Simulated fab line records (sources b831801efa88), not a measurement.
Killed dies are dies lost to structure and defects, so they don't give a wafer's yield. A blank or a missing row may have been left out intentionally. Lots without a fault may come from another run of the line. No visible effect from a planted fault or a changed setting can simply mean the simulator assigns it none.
Chamber matching | flow gf180mcu | GF_V5_ETCH_16 on rie_diel-01 has 4 sister chambers
The step etches BARC in N2/H2. 4 wafers are shown with their chamber, then 7 later ones without.

== EACH WAFER AND ITS CHAMBER ==
wafer  | chamber | drypump_motor_current_A (A)
L643.6 | 0       | 6.2
L646.3 | 2       | 6.0
L662.1 | 3       | 6.6
L662.4 | 1       | 5.2

== WAFERS MISSING THEIR CHAMBER ==
wafer  | drypump_motor_current_A (A)
L662.6 | 6.6
L663.1 | 6.2
L663.4 | 5.3
L663.5 | 6.2
L664.2 | 5.2
L664.3 | 6.2
L664.4 | 6.2

== EACH ONE'S CHAMBER ==
wafer  | from the rows above | in truth
L662.6 | 3                   | 3
L663.1 | 0                   | 0
L663.4 | 1                   | 1
L663.5 | 0                   | 0
L664.2 | 1                   | 1
L664.3 | 0                   | 0
L664.4 | 0                   | 0
Correctly placed: 7 of 7. From these rows, 0 cannot be placed. 0 placed wrongly.
How it was worked out, from the rows above alone: a wafer's distance from a chamber is the root of the sum, over the readings, of the square of ((its reading less the chamber's mean) divided by the reading's scatter). If the next closest chamber is less than 2 further off than the closest, the wafer can't be placed; otherwise it belongs to the closest. Each chamber's mean is taken over the wafers shown for it. The scatter: root of mean squared gap, hidden wafer to nearest shown wafer, with one shown wafer a chamber.
